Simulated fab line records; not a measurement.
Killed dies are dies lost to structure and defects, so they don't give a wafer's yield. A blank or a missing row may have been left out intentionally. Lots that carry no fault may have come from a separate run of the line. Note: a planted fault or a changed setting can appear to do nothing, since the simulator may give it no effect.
fab line records	flow sky130
record: lots: 6	wafers: 18	lastDay: 51
route steps=708 shown FIELD_ISO@21 NWELL@32 DNWELL@35 PWDE@45 SONOS_ONO@183 PAD_OPEN@708
lots untouched by any fault: they come from a run of this same line in which no faults occurred
startH: the number of hours between the record's first day and the start of the first shown wafer of the lot	waitH: hours from the lot's prior step to this one	" as in the row above	L1.1+2: a single row standing in for several wafers	- value missing, or start not given	* or withheld: withheld	< > ~ a bound
route shown NAME@n: NAME is a module with steps in the file, n the number in the route of the first one	usual: mean/standard deviation taken from wafers without a fault	same: alike in all rows	chamber/n: place in a boat	sites: readings site by site	_std_site: the standard deviation of these	_edge_site: the outer-site mean with the inner-site mean subtracted	radiusMm: for every site, how far away it sits from the centre of the wafer	mask NAME#n: copy n	behind: the last tool/chamber to shape the wafer	hold: the reason the lot was held/the length of the hold in hours/how it ended	device: transistor that didn't switch, given as n, p or np	end of line: the route-end tests of the same wafers	for a step that has no rows: nothing shown but its recipe	killed: dies lost to structure and defects at the first sort, not the wafer's yield	map: shows each die of a wafer: x if killed, . if not, _ if none is there
set.NAME: setting as actually run; set.NAME@STEP: the setting as run at that earlier step	model.NAME: the simulator's own value behind a step, which no gauge read
certain route steps with their lots: each step a table, each wafer a row
services: a tool's chamber out of use, with start hour (startH, from the record's first day; less than 0 if before it), hours out, and reason
== steps ==
step: SKY_FIELD_ISO_CLEAN_20
recipe: chemistry: dHF	timeS: 20	dilution: 100:1
step: SKY_FIELD_ISO_WET_ETCH_21
recipe: chemistry: dHF	dilution: 100:1	targetDepthNm: 20	dry: ipaMarangoni	target: SiO2	tempC: 25	timeS: 400
step: SKY_FIELD_ISO_OXIDATION_22
recipe: tempC: 950	ambient: O2	stabiliseS: 600	purgeS: 300	targetThkA: 100	oxTimeS: 623
step: SKY_FIELD_ISO_THK_MEAS_23
recipe: reads: SiO2_of_FIELD_ISO_OXIDATION_22
usual: FIELD_ISO_OXIDATION_01_THK: 9.94/0.19
lot.wafer	tool	chamber	startH	waitH	FIELD_ISO_OXIDATION_01_THK[nm]
L652.2	filmMetro-01	-	40.92	0.0	9.99
L652.3	"	-	"	"	9.97
L652.6	"	-	"	"	9.98
L663.2	filmMetro-02	-	89.09	0.0	9.88
L663.3	"	-	"	"	9.93
L663.4	"	-	"	"	9.89
L664.1	filmMetro-03	-	96.13	0.0	10.10
L664.5	"	-	"	"	10.30
L664.6	"	-	"	"	10.08
L665.2	filmMetro-01	-	99.41	0.0	10.07
L665.3	"	-	"	"	9.98
L665.6	"	-	"	"	10.16
L672.1	filmMetro-01	-	135.19	0.0	9.98
L672.3	"	-	"	"	9.99
L672.5	"	-	"	"	10.06
L675.2	filmMetro-02	-	156.22	0.0	10.01
L675.3	"	-	"	"	10.07
L675.5	"	-	"	"	10.20
step: SKY_FIELD_ISO_CVD_24
recipe: material: SiO2	targetThkNm: 595	tempC: 650	sigmaOpenFrac: 0.3	timeS: 99.2	sih4FlowSccm: 60	pressureMtorr: 6
step: SKY_FIELD_ISO_THK_MEAS_25
recipe: reads: SiO2_of_FIELD_ISO_CVD_24
usual: FIELD_ISO_CVD_24_THK: 594/7.1
lot.wafer	tool	chamber	startH	waitH	FIELD_ISO_CVD_24_THK[nm]
L652.2	filmMetro-03	-	41.06	0.0	597
L652.3	"	-	"	"	590
L652.6	"	-	"	"	593
L663.2	filmMetro-02	-	89.22	0.0	598
L663.3	"	-	"	"	592
L663.4	"	-	"	"	596
L664.1	filmMetro-02	-	96.26	0.0	599
L664.5	"	-	"	"	588
L664.6	"	-	"	"	596
L665.2	filmMetro-01	-	99.55	0.0	587
L665.3	"	-	"	"	592
L665.6	"	-	"	"	586
L672.1	filmMetro-03	-	135.33	0.0	587
L672.3	"	-	"	"	597
L672.5	"	-	"	"	595
L675.2	filmMetro-01	-	156.35	0.0	598
L675.3	"	-	"	"	587
L675.5	"	-	"	"	587
step: SKY_FIELD_ISO_ANNEAL_26
recipe: tempC: 1000	timeS: 1800	ambient: N2
step: SKY_FIELD_ISO_CMP_27
recipe: stopOn: Si3N4	tOverpolishS: 16	downForcePsi: 4	platenRpm: 60	targetThkNm: 457.8	padVelocityMS: 0.94248
usual: motorCurrentA: 13.0/1.6	overpolishRunS: 16.001/0.0091	platenRpm: 60.00/0.037	timeToEndpointS: 113/3.9
lot.wafer	tool	chamber	startH	waitH	motorCurrentA	overpolishRunS	platenRpm	timeToEndpointS
L652.2	cmp-01	2	43.95	0.1	13.5	16.008	59.92	108
L652.3	"	0	"	"	13.0	15.990	60.01	115
L652.6	"	1	"	"	13.0	16.006	59.99	115
L663.3	cmp-01	1	90.77	0.0	12.5	16.022	59.95	111
L663.4	"	2	"	"	14.3	16.001	60.01	110
L663.2	"	3	"	"	15.7	15.999	59.99	112
L664.1	cmp-02	0	97.97	0.1	10.4	15.989	60.00	120
L664.6	"	1	"	"	12.6	16.003	59.96	111
L664.5	"	2	"	"	13.0	16.008	60.02	112
L665.3	cmp-01	2	101.15	0.1	13.0	16.000	59.97	112
L665.2	"	0	"	"	13.2	16.008	60.01	111
L665.6	"	2	"	"	13.4	15.997	60.10	111
L672.3	cmp-02	0	137.46	0.0	10.1	16.012	60.06	117
L672.1	"	2	"	"	13.7	15.980	59.99	112
L672.5	"	0	"	"	10.8	15.991	60.07	122
L675.2	cmp-01	2	160.35	0.1	13.6	16.018	60.01	115
L675.3	"	0	"	"	12.5	16.009	60.06	116
L675.5	"	1	"	"	13.2	16.008	59.99	115
step: SKY_FIELD_ISO_WET_ETCH_28
recipe: chemistry: dHF	targetDepthNm: 23.7	target: SiO2	dilution: 10:1	tempC: 25	timeS: 47
step: SKY_FIELD_ISO_WET_ETCH_29
recipe: chemistry: H3PO4	targetDepthNm: 160	target: Si3N4	tempC: 160	timeS: 1825
step: SKY_FIELD_ISO_WET_ETCH_30
recipe: chemistry: dHF	targetDepthNm: 25	target: SiO2	dilution: 10:1	tempC: 25	timeS: 50
step: SKY_NWELL_CLEAN_00
recipe: chemistry: SC1/SC2	mix: 1:4:20	tempC: 70	timeS: 150	dry: n2Spin
step: SKY_NWELL_OXIDATION_01
recipe: tempC: 900	ambient: O2	stabiliseS: 600	purgeS: 300	targetThkA: 100	oxTimeS: 1418
usual: spikeTcBottomC: 918.9/0.94	spikeTcCentreC: 902.0/0.97	spikeTcLowerC: 899.9/0.96	spikeTcTopC: 909.5/2.5	spikeTcUpperC: 901.5/1.7	tubeCenterTempC: 899.99/0.081	tube_center_temp_C_max: 902.3/0.37	zonePowerTopPct: 28.7/0.38
lot.wafer	tool	chamber	startH	waitH	spikeTcBottomC	spikeTcCentreC	spikeTcLowerC	spikeTcTopC	spikeTcUpperC	tubeCenterTempC	tube_center_temp_C_max	zonePowerTopPct	model.SiO2_of_NWELL_OXIDATION_01.thkNm
L652.2	furnace-02	0	47.83	2.5	919.7	900.7	900.1	912.4	902.7	899.89	902.1	29.1	10.25
L652.3	"	0	"	"	919.1	902.6	900.2	912.3	903.5	899.94	902.3	28.7	10.08
L652.6	"	0	"	"	917.4	901.4	900.9	911.5	902.4	900.01	902.2	28.9	9.981
L663.2	furnace-02	0	91.69	0.0	937.1	921.6	918.0	930.0	920.6	918.75	921.0	29.8	12.39
L663.3	"	0	"	"	937.8	921.3	919.0	930.8	921.2	918.61	920.8	29.7	12.14
L663.4	"	0	"	"	937.9	921.1	918.0	931.3	923.0	918.75	920.8	30.1	12.39
L664.1	furnace-02	0	98.73	0.0	938.8	920.2	919.4	931.3	922.9	918.88	921.2	30.2	11.91
L664.5	"	0	"	"	936.3	920.9	918.5	930.2	921.5	918.8	921.0	30.0	12.16
L664.6	"	0	"	"	937.5	922.5	918.8	930.0	922.3	918.82	921.4	30.1	12.09
L665.2	furnace-01	0	102.61	0.5	920.4	903.0	900.4	906.8	898.6	899.97	902.1	28.9	10.3
L665.3	"	0	"	"	918.6	900.7	899.5	906.6	900.7	899.92	902.3	28.3	10.23
L665.6	"	0	"	"	918.9	903.1	899.8	907.6	896.3	900.09	902.1	28.3	10.31
L672.1	furnace-01	0	139.35	1.0	918.2	903.1	898.9	908.4	900.3	899.8	901.9	28.7	10.31
L672.3	"	0	"	"	918.5	900.9	900.7	907.2	902.9	900.12	902.6	28.5	10.49
L672.5	"	0	"	"	918.2	902.0	901.1	907.5	900.4	900.04	902.5	28.4	10.45
L675.2	furnace-01	0	163.31	2.1	919.5	899.7	900.5	907.9	900.6	899.99	902.9	29.2	10.15
L675.3	"	0	"	"	919.3	901.3	899.2	906.2	900.1	899.95	901.7	28.2	10.09
L675.5	"	0	"	"	919.5	903.9	899.2	908.3	899.4	900.03	901.8	28.2	10.07
step: SKY_NWELL_THK_MEAS_02
recipe: reads: SiO2_of_NWELL_OXIDATION_01
usual: NWELL_OXIDATION_THK: 9.97/0.23
lot.wafer	tool	chamber	startH	waitH	NWELL_OXIDATION_THK[nm]
L652.2	filmMetro-03	-	49.23	0.0	10.28
L652.3	"	-	"	"	10.08
L652.6	"	-	"	"	9.99
L663.2	filmMetro-04	-	93.09	0.0	12.35
L663.3	"	-	"	"	12.13
L663.4	"	-	"	"	12.40
L664.1	filmMetro-03	-	100.13	0.0	11.91
L664.5	"	-	"	"	12.16
L664.6	"	-	"	"	12.06
L665.2	filmMetro-01	-	104.01	0.0	10.28
L665.3	"	-	"	"	10.27
L665.6	"	-	"	"	10.29
L672.1	filmMetro-01	-	140.75	0.0	10.34
L672.3	"	-	"	"	10.53
L672.5	"	-	"	"	10.43
L675.2	filmMetro-03	-	164.71	0.0	10.13
L675.3	"	-	"	"	10.05
L675.5	"	-	"	"	10.08
step: SKY_DNWELL_DEHYDRATE_00
recipe: tempC: 200	timeS: 60
step: SKY_DNWELL_HMDS_01
recipe: primeTimeS: 60	primeTempC: 120
step: SKY_DNWELL_COAT_02
recipe: spinRpm: 2000	resistThkNm: 3000
step: SKY_DNWELL_SOFTBAKE_03
recipe: tempC: 110	timeS: withheld
step: SKY_DNWELL_EXPOSE_04
recipe: maskId: DNM	na: 0.57	targetCdNm: 3000	doseMj: 222
step: SKY_DNWELL_PEB_05
recipe: tempC: 115	timeS: withheld
step: SKY_DNWELL_DEVELOP_06
recipe: wallAngleDeg: 90	developer: TMAH	developTimeS: 60	devTempC: 23
step: SKY_DNWELL_IMPLANT_07
recipe: species: P	energyKev: withheld	doseCm2: withheld	tiltDeg: withheld
step: SKY_DNWELL_STRIP_08
recipe: chemistry: O2/N2	powerW: 1400	pressureMtorr: 1500	platenTempC: withheld	o2FlowSccm: 3000	n2FlowSccm: 300	overashFraction: 0.5
usual: drypumpMotorCurrentA: 6.0/0.48	oesProductAu: 0.723/0.005	stripTimeToEndpointS: 36.90/0.088
lot.wafer	tool	chamber	startH	waitH	drypumpMotorCurrentA	oesProductAu	rfHoursCounterH	stripTimeToEndpointS
L652.2	plasmaAsher-04	0	66.05	0.1	5.5	0.716	38	37.03
L652.3	"	1	"	"	5.6	0.723	-	36.97
L652.6	"	0	"	"	5.5	0.736	-	37.01
L663.2	plasmaAsher-04	1	112.02	0.1	5.6	0.728	42	37.00
L663.3	"	1	"	"	5.6	0.724	-	37.00
L663.4	"	0	"	"	5.5	0.722	-	37.04
L664.1	plasmaAsher-01	1	119.25	0.1	6.5	0.720	0	36.75
L664.5	"	1	"	"	6.5	0.724	-	36.91
L664.6	"	0	"	"	6.4	0.723	-	36.80
L665.2	plasmaAsher-01	1	123.15	0.1	6.5	0.716	1	36.93
L665.3	"	0	"	"	6.4	0.717	-	36.96
L665.6	"	1	"	"	6.5	0.718	-	36.83
L672.1	plasmaAsher-03	1	161.78	0.1	6.4	0.715	34	36.89
L672.3	"	1	"	"	6.4	0.722	-	36.93
L672.5	"	1	"	"	6.4	0.715	-	36.91
L675.2	plasmaAsher-01	0	185.48	0.1	6.4	0.719	6	36.89
L675.3	"	1	"	"	6.5	0.717	-	36.91
L675.5	"	1	"	"	6.5	0.712	-	36.90
step: SKY_DNWELL_TW_MEAS_09
usual: DNWELL_TW: 1114/15
lot.wafer	tool	chamber	startH	waitH	DNWELL_TW
L652.2	filmMetro-03	-	66.16	0.1	1120
L652.3	"	-	"	"	1120
L652.6	"	-	"	"	1112
L663.2	filmMetro-03	-	112.13	0.1	1116
L663.3	"	-	"	"	1117
L663.4	"	-	"	"	1114
L664.1	filmMetro-04	-	119.35	0.1	1119
L664.5	"	-	"	"	1116
L664.6	"	-	"	"	1121
L665.2	filmMetro-04	-	123.26	0.1	1118
L665.3	"	-	"	"	1110
L665.6	"	-	"	"	1111
L672.1	filmMetro-03	-	161.88	0.1	1120
L672.3	"	-	"	"	1126
L672.5	"	-	"	"	1123
L675.2	filmMetro-04	-	185.59	0.1	1121
L675.3	"	-	"	"	1117
L675.5	"	-	"	"	1122
step: SKY_PWDE_DEHYDRATE_00
recipe: tempC: 200	timeS: 60
step: SKY_PWDE_HMDS_01
recipe: primeTimeS: 60	primeTempC: 120
step: SKY_PWDE_COAT_02
recipe: spinRpm: 2000	resistThkNm: 3000
step: SKY_PWDE_SOFTBAKE_03
recipe: tempC: 110	timeS: withheld
step: SKY_PWDE_EXPOSE_04
recipe: maskId: PWDEM	na: 0.6	sourceShape: conventional	sigmaOuter: 0.6	polarization: unpolarized	targetCdNm: 840	doseMj: 214
step: SKY_PWDE_PEB_05
recipe: tempC: 115	timeS: withheld
step: SKY_PWDE_DEVELOP_06
recipe: wallAngleDeg: 90	developer: TMAH	developTimeS: 60	devTempC: 23
step: SKY_PWDE_OVL_MEAS_07
usual: PWDE_OVL: 0.3/1.1
lot.wafer	tool	chamber	startH	waitH	PWDE_OVL[nm]
L652.2	overlay-02	-	82.82	-	0.5
L652.3	"	-	"	"	1.5
L652.6	"	-	"	"	0.1
L663.2	overlay-01	-	131.30	-	-2.4
L663.3	"	-	"	"	-1.0
L663.4	"	-	"	"	-1.1
L664.1	overlay-02	-	138.74	-	0.7
L664.5	"	-	"	"	-0.1
L664.6	"	-	"	"	0.3
L665.2	overlay-01	-	142.45	-	-0.2
L665.3	"	-	"	"	-0.2
L665.6	"	-	"	"	0.6
L672.1	overlay-02	-	183.34	-	1.0
L672.3	"	-	"	"	-1.7
L672.5	"	-	"	"	1.4
L675.2	overlay-01	-	207.80	-	0.9
L675.3	"	-	"	"	1.1
L675.5	"	-	"	"	0.1
step: SKY_PWDE_IMPLANT_08
recipe: species: B	energyKev: 150	doseCm2: 3.6e+12	tiltDeg: withheld
step: SKY_PWDE_STRIP_09
recipe: chemistry: O2/N2	powerW: 1400	pressureMtorr: 1500	platenTempC: withheld	o2FlowSccm: 3000	n2FlowSccm: 300	overashFraction: 0.5
usual: drypumpMotorCurrentA: 5.6/0.37	oesProductAu: 0.722/0.0047	stripTimeToEndpointS: 36.92/0.11
lot.wafer	tool	chamber	startH	waitH	drypumpMotorCurrentA	oesProductAu	rfHoursCounterH	stripTimeToEndpointS
L652.2	plasmaAsher-03	0	83.00	0.1	5.3	0.716	27	36.97
L652.3	"	0	"	"	5.3	0.719	-	37.11
L652.6	"	1	"	"	6.4	0.728	-	37.13
L663.2	plasmaAsher-02	1	131.48	0.1	5.4	0.723	43	36.91
L663.3	"	0	"	"	5.4	0.725	-	36.88
L663.4	"	1	"	"	5.4	0.723	-	36.97
L664.1	plasmaAsher-02	0	138.93	0.1	5.5	0.723	44	36.80
L664.5	"	0	"	"	5.4	0.734	-	36.75
L664.6	"	1	"	"	5.4	0.729	-	36.67
L665.2	plasmaAsher-04	0	142.63	0.1	5.5	0.723	45	36.92
L665.3	"	1	"	"	5.6	0.721	-	36.87
L665.6	"	1	"	"	5.6	0.721	-	36.89
L672.1	plasmaAsher-04	0	183.53	0.1	5.5	0.723	49	36.85
L672.3	"	0	"	"	5.6	0.727	-	36.77
L672.5	"	1	"	"	5.6	0.724	-	36.91
L675.2	plasmaAsher-02	1	207.98	0.1	5.4	0.714	50	36.91
L675.3	"	0	"	"	5.4	0.722	-	36.90
L675.5	"	1	"	"	5.4	0.725	-	36.94
step: SKY_PWDE_TW_MEAS_10
usual: PWDE_TW: 374/4.7
lot.wafer	tool	chamber	startH	waitH	PWDE_TW
L652.2	filmMetro-03	-	83.11	0.1	377
L652.3	"	-	"	"	377
L652.6	"	-	"	"	375
L663.2	filmMetro-03	-	131.59	0.1	375
L663.3	"	-	"	"	376
L663.4	"	-	"	"	377
L664.1	filmMetro-01	-	139.03	0.1	365
L664.5	"	-	"	"	364
L664.6	"	-	"	"	366
L665.2	filmMetro-01	-	142.74	0.1	367
L665.3	"	-	"	"	363
L665.6	"	-	"	"	365
L672.1	filmMetro-03	-	183.63	0.1	379
L672.3	"	-	"	"	377
L672.5	"	-	"	"	376
L675.2	filmMetro-04	-	208.09	0.1	379
L675.3	"	-	"	"	378
L675.5	"	-	"	"	377
step: SKY_NWELL_DEHYDRATE_03
recipe: tempC: 200	timeS: 60
step: SKY_NWELL_HMDS_04
recipe: primeTimeS: 60	primeTempC: 120
step: SKY_NWELL_COAT_05
recipe: spinRpm: 2000	resistThkNm: 3000
step: SKY_NWELL_SOFTBAKE_06
recipe: tempC: 110	timeS: withheld
step: SKY_NWELL_EXPOSE_07
recipe: maskId: NWM	na: 0.6	sourceShape: conventional	sigmaOuter: 0.6	polarization: unpolarized	targetCdNm: 840	doseMj: 255
step: SKY_NWELL_PEB_08
recipe: tempC: 115	timeS: withheld
step: SKY_NWELL_DEVELOP_09
recipe: wallAngleDeg: 90	developer: TMAH	developTimeS: 60	devTempC: 23
step: SKY_SONOS_ONO_ETCH_15
recipe: targetDepthNm: 19.52	chemistry: CHF3/O2	sourceW: 600	biasW: 200	pressureMtorr: 40	chf3FlowSccm: 50	O2_flow_sccm: 5	timeS: 7.8
usual: drypumpMotorCurrentA: 5.7/0.44	oesProductAu: 1.001/0.0074	throttleValvePct: 8.825/0.0087
lot.wafer	tool	chamber	startH	waitH	drypumpMotorCurrentA	oesProductAu	rfHoursCounterH	throttleValvePct	model.SiO2_of_NWELL_OXIDATION_01.thkNm
L652.2	rieDiel-04	2	306.44	0.0	5.7	1.001	46	8.820	5.751
L652.3	"	1	"	"	5.3	0.998	111	8.821	5.592
L652.6	"	1	"	"	5.3	0.986	-	8.825	5.498
L663.2	rieDiel-01	1	377.07	0.0	5.1	1.000	3	8.820	7.888
L663.3	"	2	"	"	6.4	0.994	23	8.821	7.637
L663.4	"	3	"	"	5.5	0.997	24	8.837	7.892
L664.1	rieDiel-04	3	385.70	0.0	6.3	1.020	1	8.846	7.283
L664.5	"	0	"	"	5.7	1.008	-	8.830	7.63
L664.6	"	2	"	"	5.8	1.005	-	8.822	7.525
L665.2	rieDiel-04	3	394.10	0.0	6.3	1.014	1	8.832	5.706
L665.3	"	0	"	"	5.7	1.008	35	8.834	5.693
L665.6	"	2	"	"	5.7	1.014	-	8.826	5.754
L672.1	rieDiel-04	1	453.24	0.0	5.2	0.999	1	8.829	5.798
L672.3	"	2	"	"	5.7	1.003	49	8.837	5.953
L672.5	"	0	"	"	5.7	1.007	-	8.832	5.914
L675.2	rieDiel-04	3	485.89	0.0	6.3	1.016	3	8.817	5.544
L675.3	"	1	"	"	5.2	0.995	1	8.821	5.593
L675.5	"	1	"	"	5.3	1.000	-	8.814	5.593
step: SKY_PAD_OPEN_PROBE_99
usual: killed_at_M0_to_M3: 43/6.6	killed_at_M4_up: 3.1/1.9	killedAtContacts: 24/5.2	killedAtFrontEnd: 16/4.5	killedAtOther: 0.4/0.62	killedDies: 87/9	killedOpen: 48/7	killedShort: 39/6.2
same: grossDies: 492	killedAtBackSide: 0
lot.wafer	tool	chamber	startH	waitH	killed_at_M0_to_M3	killed_at_M4_up	killedAtContacts	killedAtFrontEnd	killedAtOther	killedDies	killedOpen	killedShort	model.etest.pfet_01v8_mvt.driveUaUm	model.etest.pfet_01v8_mvt.offLog10AUm	model.etest.pfet_01v8_mvt.vtSatV	model.etest.pfet_01v8_mvt.vtV	model.etest.pfet_16v.vtV	model.etest.pfetG5v0d10v5.vtLongV
L652.2	prober-02	-	1103.24	0.1	39	3	17	18	0	77	44	33	152.8	-11.12	-0.588	-0.6776	-1.087	-0.9257
L652.3	prober-02	-	1103.29	0.2	40	1	25	14	0	80	43	37	147.8	-11.27	-0.5976	-0.6809	-1.086	-0.9207
L652.6	prober-02	-	1103.44	0.2	34	7	23	13	1	78	35	42	151.3	-10.84	-0.5772	-0.6648	-1.08	-0.9151
L663.2	prober-02	-	1152.20	0.1	34	4	31	16	1	86	46	39	149.8	-11.34	-0.6177	-0.7068	-1.115	-0.9437
L663.3	prober-02	-	1152.25	0.2	34	4	28	21	2	89	45	43	152	-11.44	-0.6198	-0.704	-1.11	-0.9384
L663.4	prober-02	-	1152.30	0.2	41	4	19	20	3	87	46	40	144.3	-11.7	-0.6437	-0.7196	-1.123	-0.9453
L664.1	prober-01	-	1162.22	0.1	36	7	19	14	0	76	36	40	147.3	-11.26	-0.6044	-0.6857	-1.127	-0.9573
L664.5	prober-01	-	1162.42	0.2	49	2	20	13	0	84	41	43	144.4	-11.3	-0.6127	-0.695	-1.136	-0.9589
L664.6	prober-01	-	1162.47	0.2	38	1	23	7	0	69	37	32	145.8	-11.25	-0.6096	-0.693	-1.139	-0.9622
L665.2	prober-02	-	1175.43	0.1	35	1	23	17	0	76	41	32	145.7	-10.79	-0.5854	-0.673	-1.105	-0.9371
L665.3	prober-02	-	1175.48	0.2	32	9	24	20	0	85	44	41	147.3	-11.02	-0.5837	-0.6725	-1.106	-0.9402
L665.6	prober-02	-	1175.63	0.2	40	3	34	10	0	87	50	37	148	-11.02	-0.5887	-0.6756	-1.113	-0.9439
L672.1	prober-01	-	1211.60	0.1	48	5	19	14	1	87	46	41	151.7	-10.67	-0.5806	-0.6663	-1.121	-0.9404
L672.3	prober-01	-	1211.70	0.2	52	5	28	9	1	95	58	37	150.2	-11.01	-0.5918	-0.6729	-1.132	-0.953
L672.5	prober-01	-	1211.80	0.2	44	1	28	17	0	90	51	39	148.9	-10.86	-0.5822	-0.6668	-1.13	-0.952
L675.2	prober-01	-	1219.16	0.1	38	2	18	18	0	76	44	31	151.2	-10.95	-0.5813	-0.6709	-1.089	-0.919
L675.3	prober-01	-	1219.21	0.2	53	3	27	18	0	101	52	49	147.6	-11.24	-0.5992	-0.6801	-1.093	-0.9252
L675.5	prober-01	-	1219.31	0.2	41	6	19	18	0	84	37	47	149.5	-11.11	-0.5935	-0.6772	-1.091	-0.9223
killed by level:class
L652.2 LI_CONTACT:geometricParticle:open=7 VIA1:geometricParticle:open=6 POLY_GATE:geometricParticle:open=6 VIA2:geometricParticle:open=6 METAL2:geometricParticle:short=5 CONTACT:geometricParticle:open=4 FIELD_ISO:geometricParticle:open=4 VIA1:geometricParticle:short=4
L652.3 METAL1:geometricParticle:short=12 CONTACT:geometricParticle:open=11 VIA1:geometricParticle:open=10 LOCAL_INTERCONNECT:geometricParticle:short=6 VIA2:geometricParticle:open=6 VIA1:geometricParticle:short=5 POLY_GATE:geometricParticle:open=4 CONTACT:geometricParticle:short=4
L652.6 CONTACT:geometricParticle:open=9 CONTACT:geometricParticle:short=7 POLY_GATE:geometricParticle:short=6 METAL4:geometricParticle:short=5 METAL1:geometricParticle:short=5 VIA1:geometricParticle:open=5 VIA2:geometricParticle:open=5 VIA3:geometricParticle:open=5
L663.2 CONTACT:geometricParticle:open=10 VIA1:geometricParticle:open=9 LOCAL_INTERCONNECT:geometricParticle:short=7 VIA2:geometricParticle:open=7 METAL1:geometricParticle:short=6 POLY_GATE:geometricParticle:short=5 LI_CONTACT:geometricParticle:open=5 CONTACT:geometricParticle:short=5
L663.3 CONTACT:geometricParticle:open=10 VIA3:geometricParticle:open=7 FIELD_ISO:geometricParticle:open=6 FIELD_ISO:geometricParticle:short=6 LI_CONTACT:geometricParticle:open=5 CONTACT:geometricParticle:short=5 VIA1:geometricParticle:open=5 LOCAL_INTERCONNECT:geometricParticle:short=4
L663.4 VIA3:geometricParticle:open=12 CONTACT:geometricParticle:open=7 VIA2:geometricParticle:open=7 FIELD_ISO:geometricParticle:open=6 LI_CONTACT:geometricParticle:short=5 VIA2:geometricParticle:short=5 POLY_GATE:geometricParticle:short=4 METAL1:geometricParticle:short=4
L664.1 METAL3:geometricParticle:short=8 LI_CONTACT:geometricParticle:open=7 METAL2:geometricParticle:short=6 VIA2:geometricParticle:open=6 POLY_GATE:geometricParticle:short=5 METAL4:geometricParticle:short=5 CONTACT:geometricParticle:open=5 METAL1:geometricParticle:short=5
L664.5 VIA1:geometricParticle:open=10 METAL1:geometricParticle:short=8 CONTACT:geometricParticle:open=7 LI_CONTACT:geometricParticle:open=6 METAL3:geometricParticle:short=6 METAL2:geometricParticle:short=6 VIA3:geometricParticle:open=5 POLY_GATE:geometricParticle:short=4
L664.6 METAL2:geometricParticle:short=9 LI_CONTACT:geometricParticle:open=8 VIA1:geometricParticle:open=8 CONTACT:geometricParticle:short=6 VIA3:geometricParticle:open=6 CONTACT:geometricParticle:open=5 VIA2:geometricParticle:open=5 LI_CONTACT:geometricParticle:short=4
L665.2 VIA1:geometricParticle:open=9 CONTACT:geometricParticle:open=8 VIA3:geometricParticle:open=7 FIELD_ISO:geometricParticle:short=6 LI_CONTACT:geometricParticle:open=6 FIELD_ISO:geometricParticle:open=5 VIA1:geometricParticle:short=5 VIA2:geometricParticle:open=5
L665.3 LI_CONTACT:geometricParticle:open=8 METAL4:geometricParticle:short=8 VIA2:geometricParticle:open=7 POLY_GATE:geometricParticle:open=6 CONTACT:geometricParticle:open=6 LOCAL_INTERCONNECT:geometricParticle:short=5 METAL1:geometricParticle:short=5 VIA1:geometricParticle:open=4
L665.6 LI_CONTACT:geometricParticle:open=13 VIA1:geometricParticle:open=9 VIA3:geometricParticle:open=7 METAL2:geometricParticle:short=7 CONTACT:geometricParticle:short=6 CONTACT:geometricParticle:open=6 VIA2:geometricParticle:open=5 LI_CONTACT:geometricParticle:short=4
L672.1 VIA1:geometricParticle:open=15 METAL2:geometricParticle:short=10 CONTACT:geometricParticle:short=6 LI_CONTACT:geometricParticle:open=6 METAL1:geometricParticle:short=6 CONTACT:geometricParticle:open=5 VIA3:geometricParticle:open=5 POLY_GATE:geometricParticle:open=4
L672.3 VIA1:geometricParticle:open=19 CONTACT:geometricParticle:open=9 METAL2:geometricParticle:short=8 LI_CONTACT:geometricParticle:open=7 VIA3:geometricParticle:open=6 VIA1:geometricParticle:short=6 CONTACT:geometricParticle:short=5 LI_CONTACT:geometricParticle:short=3
L672.5 VIA1:geometricParticle:open=16 CONTACT:geometricParticle:open=8 LI_CONTACT:geometricParticle:open=7 VIA1:geometricParticle:short=6 FIELD_ISO:geometricParticle:short=5 CONTACT:geometricParticle:short=5 POLY_GATE:geometricParticle:short=4 METAL1:geometricParticle:short=4
L675.2 VIA1:geometricParticle:open=11 LI_CONTACT:geometricParticle:open=9 VIA2:geometricParticle:open=8 FIELD_ISO:geometricParticle:short=5 POLY_GATE:geometricParticle:short=5 METAL2:geometricParticle:short=4 VIA1:geometricParticle:short=4 LOCAL_INTERCONNECT:geometricParticle:short=3
L675.3 CONTACT:geometricParticle:open=10 METAL2:geometricParticle:short=9 VIA1:geometricParticle:open=8 VIA3:geometricParticle:open=8 VIA3:geometricParticle:short=7 LI_CONTACT:geometricParticle:open=5 METAL1:geometricParticle:short=5 VIA2:geometricParticle:open=5
L675.5 CONTACT:geometricParticle:open=8 VIA2:geometricParticle:open=7 VIA1:geometricParticle:open=6 CONTACT:geometricParticle:short=6 METAL1:geometricParticle:short=6 VIA3:geometricParticle:open=6 POLY_GATE:geometricParticle:short=5 POLY_GATE:geometricParticle:open=5
== services ==
tool	chamber	startH	hours	kind
plasmaAsher-01	-	33.67	2.0	repair
cmp-01	-	64.00	4.0	pm
plasmaAsher-01	-	108.75	9.0	pm
cmp-01	-	135.66	3.4	repair
furnace-02	-	141.03	3.4	pm
furnace-01	-	147.88	3.1	pm
rieDiel-04	0	162.49	5.1	repair
cmp-01	-	184.54	0.7	repair
rieDiel-04	2	186.03	6.2	repair
rieDiel-04	-	188.83	11.6	repair
cmp-01	-	192.28	5.8	pm
rieDiel-04	2	192.35	11.9	repair
furnace-01	-	199.87	5.5	repair
furnace-02	-	205.97	4.2	pm
furnace-01	-	232.31	1.7	pm
cmp-01	-	267.61	2.3	repair
rieDiel-04	-	284.90	2.8	pm
cmp-01	-	287.22	1.1	repair
cmp-01	-	308.11	6.4	pm
cmp-01	-	392.27	4.4	repair
cmp-01	-	404.11	4.0	pm
cmp-01	-	430.10	0.5	repair
rieDiel-04	2	456.52	4.5	repair
rieDiel-04	-	467.41	14.6	pm
== key ==
firstSign: step: SKY_NWELL_OXIDATION_01	reading: tubeCenterTempC	direction: up	sigmas: 99+	usual: *	struck: *
effect: step: SKY_NWELL_OXIDATION_01	reading: tube_center_temp_C_max	direction: up	sigmas: 51	usual: *	struck: *
effect: step: SKY_NWELL_THK_MEAS_02	reading: NWELL_OXIDATION_THK	direction: up	sigmas: 9.5	usual: 9.97	struck: 12.17
modelEffect: step: SKY_NWELL_OXIDATION_01	value: SiO2_of_NWELL_OXIDATION_01.thkNm	without: 9.964	struck: 12.18
modelEffect: step: SKY_SONOS_ONO_ETCH_15	value: SiO2_of_NWELL_OXIDATION_01.thkNm	without: 5.428	struck: 7.642
modelEffect: step: SKY_PAD_OPEN_PROBE_99	value: etest.pfet_01v8_mvt.driveUaUm	without: 152	struck: 147.3
metAt SKY_NWELL_OXIDATION_01
struckWafers L663.2,L663.3,L663.4,L664.1,L664.5,L664.6
testerLeftOut L663,L664
onsetBetween 47.83 91.69
fault: kind: processParameterDrift	tool: furnace-02	chamber: -	onsetH: 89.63	steps: SKY_NWELL_OXIDATION_01	channel: tempC	offset: *	shape: step	endH: 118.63	actsIn: *	stated: *
testerLeftOut: of these lots the tester's yield and bins aren't shown, on N5 and GAA mostly nor the transistor test; their killed dies are dies lost to structure and defects alone, not to doping, threshold or leakage, so they don't give the yield
